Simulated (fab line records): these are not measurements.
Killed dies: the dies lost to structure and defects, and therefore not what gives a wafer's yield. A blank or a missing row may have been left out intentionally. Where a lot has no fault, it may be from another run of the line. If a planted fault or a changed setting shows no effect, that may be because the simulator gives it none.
Comparing a struck lot with a sound one	flow gf180mcu	15 steps out of a route of 602
Sound: wafers L145.1, L145.3, L145.6. Struck: wafer L151.1. (L151.3, L151.6 of the same lot were not struck and are left out.) The cause comes at the end.
Per side, at each step with rows, come the tool, then ch with its chambers, and then its first start. Under that, the readings that differ: sound wafers	struck wafers	difference of the means	sigmas: that difference in standard deviations of wafers without a fault.
alike: same words and numbers on both sides, and readings whose means sit less than 2 such deviations apart. not compared: any withheld reading, any reading some wafer has no value for, any bound like >300 that may hide the same value, and any number with overlapping values for which the record gives no deviation.
The two part at a step that has a row with sigmas, a row that says differs or no value, or rows on one side only. Numbers that don't overlap but have no deviation are shown without sigmas and don't part them. A reading missing from all wafers of one side parts the sides only when that side holds two or more wafers.

first, 6 steps without rows for these wafers: GF_M2_HMDS_08 (prime time 60 s); GF_M2_COAT_09 (resist thk 1000 nm); GF_M2_SOFTBAKE_10 (time 60 s); GF_M2_EXPOSE_11 (exposes mask Metal2, target cd 280 nm); GF_M2_PEB_12 (peb time 90 s); GF_M2_DEVELOP_13 (develop time 60 s).
GF_M2_CD_MEAS_14: the cd target is 280 nm.
  struck on cdSem-02, day 22 02:13; sound on cdSem-01, day 19 11:53
  alike: cdNm
GF_M2_OVL_MEAS_15:
  struck on overlay-02, day 22 02:20; sound on overlay-01, day 19 12:01
  alike: M2_OVL
GF_M2_METAL_ETCH_16: etches the open film in Cl2/BCl3, stops on SiO2, target depth 750.8 nm, time 125.1 s.
  sound on rieMetal-04 ch 1, day 19 12:03; struck on rieMetal-01 ch 1, day 22 02:22
  alike: drypumpMotorCurrentA, oesProductAu, throttleValvePct
  not compared: rfHoursCounterH
GF_M2_STRIP_17: strips in O2/N2.
  sound on plasmaAsher-02 ch 0,1, day 19 12:11; struck on plasmaAsher-04 ch 1, day 22 02:29
reading	sound	struck	difference	sigmas
heaterPowerW (W)	322 296 316	272	-39	-2
  alike: drypumpMotorCurrentA, oesProductAu, stripTimeToEndpointS
  not compared: rfHoursCounterH
then, 2 steps without rows for these wafers: GF_M2_STRIP_18 (strips in post etch residue remover, time 1200 s); GF_M2_CLEAN_19 (cleans in DIW).
GF_V2_CVD_00: deposits SiO2, target thk 600 nm, time 100 s.
  sound on hdpcvd-01 ch 0,1, day 19 12:43; struck on hdpcvd-01 ch 2, day 22 03:04
reading	sound	struck	difference	sigmas
sih4FlowSccm (sccm)	59.73 60.21 60.07	71.94	+11.94	+75
model.SiO2_of_V2_CVD_00.thkNm (nm)	591.3 595.8 599.3	714.9	+119.4	
  alike: pressureMtorr
GF_V2_THK_MEAS_01:
  struck on filmMetro-03, day 22 03:08; sound on filmMetro-04, day 19 12:47
reading	sound	struck	difference	sigmas
V2_CVD_00_THK (nm)	592 596 599	715	+119	+17
GF_V2_CVD_02: deposits SiO2 from TEOS, target thk 850 nm, time 94.851 s.
  sound on pecvd-01 ch 0,2, day 19 12:50; struck on pecvd-01 ch 2, day 22 03:11
  alike: heaterPowerW

WHERE THEY PART
Earliest at GF_M2_STRIP_17; latest, in this record, at GF_V2_THK_MEAS_01. Later steps at which nothing parts them and some readings are alike: GF_V2_CVD_02.

WHY: what had been put in by the simulator
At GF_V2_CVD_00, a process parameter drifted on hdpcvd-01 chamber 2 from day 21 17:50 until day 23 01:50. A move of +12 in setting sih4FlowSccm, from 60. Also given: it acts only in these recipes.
